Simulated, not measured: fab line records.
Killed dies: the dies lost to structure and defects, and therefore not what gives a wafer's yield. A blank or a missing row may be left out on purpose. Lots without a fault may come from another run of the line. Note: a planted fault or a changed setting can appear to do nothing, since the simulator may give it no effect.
fab line records -- flow sky130
record: lots: 11, wafers: 32, lastDay: 50
route steps=708 shown POLY_CUT@316 SD_N@350 LI_CONTACT@362 PAD_OPEN@708
lots untouched by any fault: they come from a run of this same line in which no faults occurred
startH: start of the lot's first displayed wafer, in hours after the record's first day -- waitH: time in hours since the lot's previous step -- " same as the row above -- L1.1+2: one row covering several wafers at once -- - no value, or no start given -- * or withheld: withheld -- < > ~ a bound
route shown NAME@n: a module of which the file shows steps, and the number in the route of the first -- usual: the fault-free wafers' mean and standard deviation -- same: alike in all rows -- chamber/n: place in a boat -- sites: the reading at each site -- _std_site: the standard deviation of these -- _edge_site: outer sites' mean less inner sites' -- radiusMm: for every site, how far away it sits from the centre of the wafer -- mask NAME#n: copy n -- behind: tool/chamber where the wafer was last shaped -- hold: the reason the lot was held/the length of the hold in hours/how it ended -- device: whichever transistor did not switch (one of n, p or np) -- end of line: the same wafers' tests at the end of the route -- step lacking rows: just its recipe -- killed: dies that structure and defects cost at the first sort, which is not the same as the wafer's yield -- map: dies across one wafer; x = killed, . = not, _ = none there
set.NAME: setting as actually run; set.NAME@STEP: the setting as run at that earlier step -- model.NAME: the simulator's own value behind a step, which no gauge read
the route's steps for a sample of lots (tables are steps, rows are wafers)
services: the hour from which a tool's chamber was out of use, counted from the record's first day as startH (under 0 if before that day), plus the number of hours and why
== steps ==
step: SKY_POLY_CUT_OVL_MEAS_09
usual: POLY_CUT_OVL: 0/5.2
lot.wafer,tool,chamber,startH,waitH,POLY_CUT_OVL[nm]
L973.1,overlay-02,-,580.38,0.1,2
L973.4,overlay-02,-,580.38,0.1,0
L973.6,overlay-02,-,580.38,0.1,2
L975.1,overlay-02,-,589.33,0.1,-7
L975.2,overlay-02,-,589.33,0.1,2
L975.6,overlay-02,-,589.33,0.1,1
L976.3,overlay-02,-,600.38,0.1,-1
L976.4,overlay-02,-,600.38,0.1,5
L976.5,overlay-02,-,600.38,0.1,-5
L980.1,overlay-01,-,631.98,0.1,5
L980.3,overlay-01,-,631.98,0.1,-2
L980.5,overlay-01,-,631.98,0.1,7
L981.1,overlay-02,-,644.53,0.1,-3
L981.2,overlay-02,-,644.53,0.1,-4
L981.5,overlay-02,-,644.53,0.1,0
L990.3,overlay-01,-,707.93,0.1,1
L990.5,overlay-01,-,707.93,0.1,2
L990.6,overlay-01,-,707.93,0.1,8
L992.2,overlay-02,-,729.62,0.1,-3
L992.3,overlay-02,-,729.62,0.1,-5
L992.5,overlay-02,-,729.62,0.1,0
L993.2,overlay-02,-,736.31,0.1,-6
L993.4,overlay-02,-,736.31,0.1,-13
L993.6,overlay-02,-,736.31,0.1,-8
L994.1,overlay-02,-,740.15,0.1,3
L994.2,overlay-02,-,740.15,0.1,-3
L994.4,overlay-02,-,740.15,0.1,-4
L995.1,overlay-02,-,743.93,0.1,-3
L995.2,overlay-02,-,743.93,0.1,-3
L995.4,overlay-02,-,743.93,0.1,-7
L996.3,overlay-02,-,746.28,0.1,11
L996.5,overlay-02,-,746.28,0.1,12
step: SKY_SD_N_OVL_MEAS_08
usual: SD_N_OVL: -0.6/1.4
lot.wafer,tool,chamber,startH,waitH,SD_N_OVL[nm]
L973.1,overlay-01,-,666.72,0.1,0.0
L973.4,overlay-01,-,666.72,0.1,-0.6
L973.6,overlay-01,-,666.72,0.1,-0.2
L975.1,overlay-02,-,674.78,0.1,0.5
L975.2,overlay-02,-,674.78,0.1,0.5
L975.6,overlay-02,-,674.78,0.1,1.8
L976.3,overlay-02,-,684.21,0.1,-0.6
L976.4,overlay-02,-,684.21,0.1,-0.4
L976.5,overlay-02,-,684.21,0.1,-0.3
L980.1,overlay-02,-,715.80,0.1,-1.0
L980.3,overlay-02,-,715.80,0.1,-1.8
L980.5,overlay-02,-,715.80,0.1,-1.5
L981.1,overlay-01,-,726.75,0.1,-0.8
L981.2,overlay-01,-,726.75,0.1,-0.8
L981.5,overlay-01,-,726.75,0.1,-0.7
L990.3,overlay-01,-,789.66,0.1,-0.8
L990.5,overlay-01,-,789.66,0.1,0.6
L990.6,overlay-01,-,789.66,0.1,1.1
L992.2,overlay-01,-,810.96,0.1,0.2
L992.3,overlay-01,-,810.96,0.1,1.8
L992.5,overlay-01,-,810.96,0.1,2.0
L993.2,overlay-01,-,816.71,0.1,0.8
L993.4,overlay-01,-,816.71,0.1,-0.2
L993.6,overlay-01,-,816.71,0.1,1.2
L994.1,overlay-02,-,820.03,0.1,1.2
L994.2,overlay-02,-,820.03,0.1,0.3
L994.4,overlay-02,-,820.03,0.1,0.9
L995.1,overlay-01,-,824.93,0.1,-1.2
L995.2,overlay-01,-,824.93,0.1,0.2
L995.4,overlay-01,-,824.93,0.1,2.0
L996.3,overlay-01,-,827.26,0.1,-1.1
L996.5,overlay-01,-,827.26,0.1,-2.1
step: SKY_LI_CONTACT_HDPCVD_00
recipe: material: PSG, targetThkNm: 930, sigmaOpenFrac: 0.3, timeS: 155, tempC: 600, sih4FlowSccm: 60, pressureMtorr: 6
usual: susceptorTempC: 600.05/0.27
lot.wafer,tool,chamber,startH,waitH,susceptorTempC
L973.1,hdpcvd-02,2,667.82,0.0,600.26
L973.4,hdpcvd-02,2,667.82,0.0,600.25
L973.6,hdpcvd-02,1,667.82,0.0,599.88
L975.1,hdpcvd-02,2,675.88,0.0,600.51
L975.2,hdpcvd-02,0,675.88,0.0,599.57
L975.6,hdpcvd-02,2,675.88,0.0,599.97
L976.3,hdpcvd-01,1,685.34,0.0,599.76
L976.4,hdpcvd-01,1,685.34,0.0,599.80
L976.5,hdpcvd-01,0,685.34,0.0,600.24
L980.1,hdpcvd-01,1,716.90,0.0,600.95
L980.3,hdpcvd-01,0,716.90,0.0,600.29
L980.5,hdpcvd-01,1,716.90,0.0,600.71
L981.1,hdpcvd-01,2,727.85,0.0,600.16
L981.2,hdpcvd-01,0,727.85,0.0,600.26
L981.5,hdpcvd-01,1,727.85,0.0,600.08
L990.3,hdpcvd-01,0,790.90,0.0,599.22
L990.5,hdpcvd-01,1,790.90,0.0,600.15
L990.6,hdpcvd-01,0,790.90,0.0,599.83
L992.2,hdpcvd-01,2,812.05,0.0,599.83
L992.3,hdpcvd-01,1,812.05,0.0,599.86
L992.5,hdpcvd-01,1,812.05,0.0,600.16
L993.2,hdpcvd-01,1,817.96,0.0,600.64
L993.4,hdpcvd-01,0,817.96,0.0,600.03
L993.6,hdpcvd-01,2,817.96,0.0,600.37
L994.1,hdpcvd-01,1,821.13,0.0,600.15
L994.2,hdpcvd-01,2,821.13,0.0,599.85
L994.4,hdpcvd-01,1,821.13,0.0,599.93
L995.1,hdpcvd-01,0,827.23,0.0,600.13
L995.2,hdpcvd-01,1,827.23,0.0,599.89
L995.4,hdpcvd-01,1,827.23,0.0,600.06
L996.3,hdpcvd-02,0,828.37,0.0,600.28
L996.5,hdpcvd-02,2,828.37,0.0,600.24
step: SKY_LI_CONTACT_THK_MEAS_01
recipe: reads: PSG_of_LI_CONTACT_HDPCVD_00
usual: LI_CONTACT_HDPCVD_THK: 934/9.2
lot.wafer,tool,chamber,startH,waitH,LI_CONTACT_HDPCVD_THK[nm]
L973.1,filmMetro-01,-,667.92,0.1,928
L973.4,filmMetro-01,-,667.92,0.1,932
L973.6,filmMetro-01,-,667.92,0.1,943
L975.1,filmMetro-01,-,675.98,0.1,927
L975.2,filmMetro-01,-,675.98,0.1,934
L975.6,filmMetro-01,-,675.98,0.1,920
L976.3,filmMetro-01,-,685.46,0.1,933
L976.4,filmMetro-01,-,685.46,0.1,927
L976.5,filmMetro-01,-,685.46,0.1,928
L980.1,filmMetro-03,-,717.00,0.1,939
L980.3,filmMetro-03,-,717.00,0.1,557
L980.5,filmMetro-03,-,717.00,0.1,942
L981.1,filmMetro-02,-,727.95,0.1,932
L981.2,filmMetro-02,-,727.95,0.1,556
L981.5,filmMetro-02,-,727.95,0.1,944
L990.3,filmMetro-01,-,791.02,0.1,918
L990.5,filmMetro-01,-,791.02,0.1,935
L990.6,filmMetro-01,-,791.02,0.1,925
L992.2,filmMetro-02,-,812.16,0.1,919
L992.3,filmMetro-02,-,812.16,0.1,935
L992.5,filmMetro-02,-,812.16,0.1,933
L993.2,filmMetro-02,-,818.07,0.1,940
L993.4,filmMetro-02,-,818.07,0.1,922
L993.6,filmMetro-02,-,818.07,0.1,913
L994.1,filmMetro-03,-,821.23,0.1,941
L994.2,filmMetro-03,-,821.23,0.1,931
L994.4,filmMetro-03,-,821.23,0.1,944
L995.1,filmMetro-01,-,827.33,0.1,942
L995.2,filmMetro-01,-,827.33,0.1,950
L995.4,filmMetro-01,-,827.33,0.1,953
L996.3,filmMetro-02,-,828.49,0.1,926
L996.5,filmMetro-02,-,828.49,0.1,920
step: SKY_LI_CONTACT_CMP_02
recipe: material: PSG, downForcePsi: 4, platenRpm: 60, padVelocityMS: 0.94248
usual: motorCurrentA: 12.1/1.9, platenRpm: 60.00/0.041, slurryFilterDpKPa: 13.51/0.15, timeToEndpointS: 33/3.6
lot.wafer,tool,chamber,startH,waitH,motorCurrentA,platenRpm,slurryFilterDpKPa,timeToEndpointS
L973.4,cmp-01,0,668.03,0.1,12.5,59.97,13.36,40
L973.1,cmp-01,1,668.03,0.1,11.7,60.04,13.46,32
L973.6,cmp-01,0,668.03,0.1,12.8,60.00,13.40,38
L975.2,cmp-02,0,676.14,0.1,14.0,60.06,13.55,31
L975.1,cmp-02,1,676.14,0.1,15.7,59.97,13.56,31
L975.6,cmp-02,2,676.14,0.1,10.8,60.03,13.47,28
L976.4,cmp-02,1,685.55,0.1,14.2,60.05,13.63,28
L976.3,cmp-02,2,685.55,0.1,10.8,59.96,13.48,29
L976.5,cmp-02,0,685.55,0.1,14.3,60.00,13.22,28
L980.1,cmp-02,0,717.06,0.1,14.1,59.97,13.42,31
L980.3,cmp-02,2,717.06,0.1,11.0,59.98,13.35,15
L980.5,cmp-02,1,717.06,0.1,14.9,59.96,13.41,30
L981.1,cmp-02,2,728.33,0.4,10.2,59.99,13.70,30
L981.2,cmp-02,0,728.33,0.4,14.2,59.98,13.39,18
L981.5,cmp-02,2,728.33,0.4,11.0,59.96,13.52,30
L990.3,cmp-02,3,791.21,0.2,10.0,59.98,13.56,32
L990.5,cmp-02,0,791.21,0.2,14.4,59.89,13.78,30
L990.6,cmp-02,1,791.21,0.2,14.4,59.95,13.51,31
L992.2,cmp-01,3,812.43,0.3,9.6,59.96,13.49,35
L992.3,cmp-01,0,812.43,0.3,12.6,60.00,13.43,38
L992.5,cmp-01,2,812.43,0.3,10.1,59.94,13.32,36
L993.2,cmp-01,2,818.17,0.1,10.0,59.98,13.36,39
L993.4,cmp-01,0,818.17,0.1,12.8,59.99,13.69,40
L993.6,cmp-01,2,818.17,0.1,9.8,59.99,13.56,39
L994.2,cmp-02,1,821.29,0.0,14.6,60.02,13.37,28
L994.1,cmp-02,3,821.29,0.0,10.6,59.94,13.69,29
L994.4,cmp-02,0,821.29,0.0,13.9,60.01,13.44,29
L995.2,cmp-01,1,827.39,0.0,11.6,60.00,13.24,37
L995.1,cmp-01,2,827.39,0.0,9.6,60.01,13.55,37
L995.4,cmp-01,0,827.39,0.0,12.6,59.96,13.66,40
L996.3,cmp-02,0,828.68,0.2,13.9,59.96,13.50,30
L996.5,cmp-02,1,828.68,0.2,14.1,59.94,13.44,30
step: SKY_LI_CONTACT_ETCH_15
recipe: target: PSG, chemistry: C4F8/O2/Ar, stopOn: Si, taperDeg: 4.15, maskMaterial: KrF-thick, sourceW: 1500, biasW: 1200, pressureMtorr: 40, c4f8FlowSccm: withheld, O2_flow_sccm: 6, Ar_flow_sccm: 300, timeS: withheld, targetDepthA: 6000
usual: oesProductAu: 0.837/0.0045
lot.wafer,tool,chamber,startH,waitH,oesProductAu
L973.1,rieDiel-03,3,695.61,0.0,0.840
L973.4,rieDiel-03,1,695.61,0.0,0.833
L973.6,rieDiel-03,3,695.61,0.0,0.842
L975.1,rieDiel-04,3,703.65,0.0,0.843
L975.2,rieDiel-04,1,703.65,0.0,0.838
L975.6,rieDiel-04,2,703.65,0.0,0.838
L976.3,rieDiel-04,2,714.11,0.0,0.839
L976.4,rieDiel-04,3,714.11,0.0,0.836
L976.5,rieDiel-04,1,714.11,0.0,0.833
L980.1,rieDiel-03,2,744.36,0.0,0.834
L980.3,rieDiel-03,1,744.36,0.0,0.795
L980.5,rieDiel-03,2,744.36,0.0,0.841
L981.1,rieDiel-03,2,755.33,0.0,0.830
L981.2,rieDiel-03,3,755.33,0.0,0.810
L981.5,rieDiel-03,3,755.33,0.0,0.842
L990.3,rieDiel-01,3,817.80,0.0,0.839
L990.5,rieDiel-01,0,817.80,0.0,0.839
L990.6,rieDiel-01,1,817.80,0.0,0.836
L992.2,rieDiel-03,0,838.88,0.0,0.833
L992.3,rieDiel-03,3,838.88,0.0,0.846
L992.5,rieDiel-03,1,838.88,0.0,0.845
L993.2,rieDiel-01,2,844.35,0.0,0.840
L993.4,rieDiel-01,3,844.35,0.0,0.836
L993.6,rieDiel-01,1,844.35,0.0,0.838
L994.1,rieDiel-03,0,848.58,0.0,0.834
L994.2,rieDiel-03,2,848.58,0.0,0.834
L994.4,rieDiel-03,3,848.58,0.0,0.836
L995.1,rieDiel-01,2,854.03,0.0,0.833
L995.2,rieDiel-01,3,854.03,0.0,0.841
L995.4,rieDiel-01,3,854.03,0.0,0.847
L996.3,rieDiel-03,0,854.61,0.0,0.829
L996.5,rieDiel-03,1,854.61,0.0,0.837
step: SKY_LI_CONTACT_RS_MEAS_22
recipe: thkMeasGauge: four-point-probe, reads: W_of_LI_CONTACT_CVD_21+TiN_of_LI_CONTACT_SPUTTER_20+Ti_of_LI_CONTACT_SPUTTER_19
usual: LI_CONTACT_W_RS: 0.285/0.0031
lot.wafer,tool,chamber,startH,waitH,LI_CONTACT_W_RS[ohm/sq]
L973.1,filmMetro-01,-,696.25,0.1,0.287
L973.4,filmMetro-01,-,696.25,0.1,0.285
L973.6,filmMetro-01,-,696.25,0.1,0.286
L975.1,filmMetro-03,-,704.29,0.1,0.278
L975.2,filmMetro-03,-,704.29,0.1,0.282
L975.6,filmMetro-03,-,704.29,0.1,0.281
L976.3,filmMetro-01,-,714.79,0.1,0.281
L976.4,filmMetro-01,-,714.79,0.1,0.281
L976.5,filmMetro-01,-,714.79,0.1,0.285
L980.1,filmMetro-01,-,745.00,0.1,0.284
L980.3,filmMetro-01,-,745.00,0.1,0.279
L980.5,filmMetro-01,-,745.00,0.1,0.280
L981.1,filmMetro-03,-,755.97,0.1,0.286
L981.2,filmMetro-03,-,755.97,0.1,0.287
L981.5,filmMetro-03,-,755.97,0.1,0.286
L990.3,filmMetro-02,-,818.48,0.1,0.286
L990.5,filmMetro-02,-,818.48,0.1,0.290
L990.6,filmMetro-02,-,818.48,0.1,0.290
L992.2,filmMetro-02,-,839.54,0.1,0.287
L992.3,filmMetro-02,-,839.54,0.1,0.289
L992.5,filmMetro-02,-,839.54,0.1,0.286
L993.2,filmMetro-03,-,845.01,0.1,0.287
L993.4,filmMetro-03,-,845.01,0.1,0.287
L993.6,filmMetro-03,-,845.01,0.1,0.287
L994.1,filmMetro-01,-,849.25,0.1,0.284
L994.2,filmMetro-01,-,849.25,0.1,0.287
L994.4,filmMetro-01,-,849.25,0.1,0.286
L995.1,filmMetro-03,-,854.69,0.1,0.287
L995.2,filmMetro-03,-,854.69,0.1,0.288
L995.4,filmMetro-03,-,854.69,0.1,0.288
L996.3,filmMetro-02,-,855.31,0.1,0.287
L996.5,filmMetro-02,-,855.31,0.1,0.286
step: SKY_PAD_OPEN_PROBE_99
usual: killed_at_M0_to_M3: 44/6.3, killed_at_M4_up: 3.1/1.8, killedAtContacts: 25/5.1, killedAtFrontEnd: 15/4.1, killedAtOther: 0.3/0.71, killedDies: 87/8.8, killedOnRim: 17/3.7, killedOpen: 47/6.8, killedShort: 40/6.7
same: grossDies: 492, killedAtBackSide: 0
lot.wafer,tool,chamber,startH,waitH,killed_at_M0_to_M3,killed_at_M4_up,killedAtContacts,killedAtFrontEnd,killedAtOther,killedDies,killedOnRim,killedOpen,killedShort
L981.2,prober-01,-,1136.70,0.1,46,2,23,21,0,92,25,51,41
L993.2,prober-02,-,1194.49,0.1,37,3,19,18,0,77,10,44,33
L993.6,prober-02,-,1194.69,0.2,33,2,22,10,1,68,14,37,30
killed by level:class
L981.2 VIA2:geometricParticle:open=11 VIA1:geometricParticle:open=8 FIELD_ISO:geometricParticle:open=7 LI_CONTACT:geometricParticle:open=6 LOCAL_INTERCONNECT:geometricParticle:short=6 FIELD_ISO:geometricParticle:short=5 CONTACT:geometricParticle:open=5 METAL2:geometricParticle:short=5
L993.2 FIELD_ISO:geometricParticle:open=9 VIA1:geometricParticle:open=9 LI_CONTACT:geometricParticle:open=7 VIA3:geometricParticle:open=6 METAL1:geometricParticle:short=5 VIA2:geometricParticle:open=4 LI_CONTACT:geometricParticle:short=4 CONTACT:geometricParticle:open=4
L993.6 LI_CONTACT:geometricParticle:open=10 METAL1:geometricParticle:short=8 METAL2:geometricParticle:short=7 VIA2:geometricParticle:open=6 FIELD_ISO:geometricParticle:open=5 CONTACT:geometricParticle:open=4 VIA1:geometricParticle:open=4 VIA3:geometricParticle:open=4
== services ==
tool,chamber,startH,hours,kind
cmp-01,-,647.66,2.3,repair
hdpcvd-01,-,650.75,15.0,pm
rieDiel-03,2,666.11,3.6,repair
hdpcvd-02,-,666.50,1.0,repair
hdpcvd-01,2,673.36,6.2,repair
cmp-01,-,677.72,74.2,repair
rieDiel-01,2,699.93,15.7,repair
hdpcvd-01,-,700.23,5.5,pm
rieDiel-03,0,706.05,3.6,repair
cmp-02,-,711.35,2.6,repair
cmp-02,-,718.48,0.4,repair
rieDiel-03,0,732.20,8.2,repair
cmp-02,-,744.07,4.0,pm
cmp-01,-,751.92,8.0,pm
cmp-02,-,763.85,6.0,pm
cmp-01,-,777.55,0.9,repair
cmp-02,-,784.18,2.1,repair
cmp-02,-,793.63,0.2,repair
rieDiel-03,2,805.15,6.9,repair
cmp-02,-,811.31,5.6,pm
rieDiel-01,0,818.13,4.7,repair
hdpcvd-01,-,841.93,6.0,pm
rieDiel-01,0,843.58,3.4,repair
rieDiel-01,1,853.21,4.7,repair
== key ==
firstSign: step: SKY_LI_CONTACT_THK_MEAS_01, reading: LI_CONTACT_HDPCVD_THK, direction: down, sigmas: 41, usual: 934, struck: 557
effect: step: SKY_LI_CONTACT_CMP_02, reading: timeToEndpointS, direction: down, sigmas: 4.5, usual: *, struck: *
effect: step: SKY_LI_CONTACT_ETCH_15, reading: oesProductAu, direction: down, sigmas: 7.8, usual: 0.837, struck: 0.802
metAt SKY_LI_CONTACT_HDPCVD_00
struckLots L980,L981
struckWafers L980.3,L981.2
testerLeftOut L980,L981
notActingAt SKY_POLY_CUT_OVL_MEAS_09,SKY_SD_N_OVL_MEAS_08,SKY_LI_CONTACT_RS_MEAS_22
onsetBetween 685.34 716.90
fault: kind: processParameterDrift, tool: hdpcvd-01, chamber: 0, onsetH: 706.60, steps: SKY_LI_CONTACT_HDPCVD_00, channel: targetThkNm, offset: -370.34, shape: step, endH: 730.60, actsIn: theseRecipesOnly, stated: 930
testerLeftOut: of these lots the tester's yield and bins aren't shown, on N5 and GAA mostly nor the transistor test; their killed dies are dies lost to structure and defects alone, not to doping, threshold or leakage, so they don't give the yield
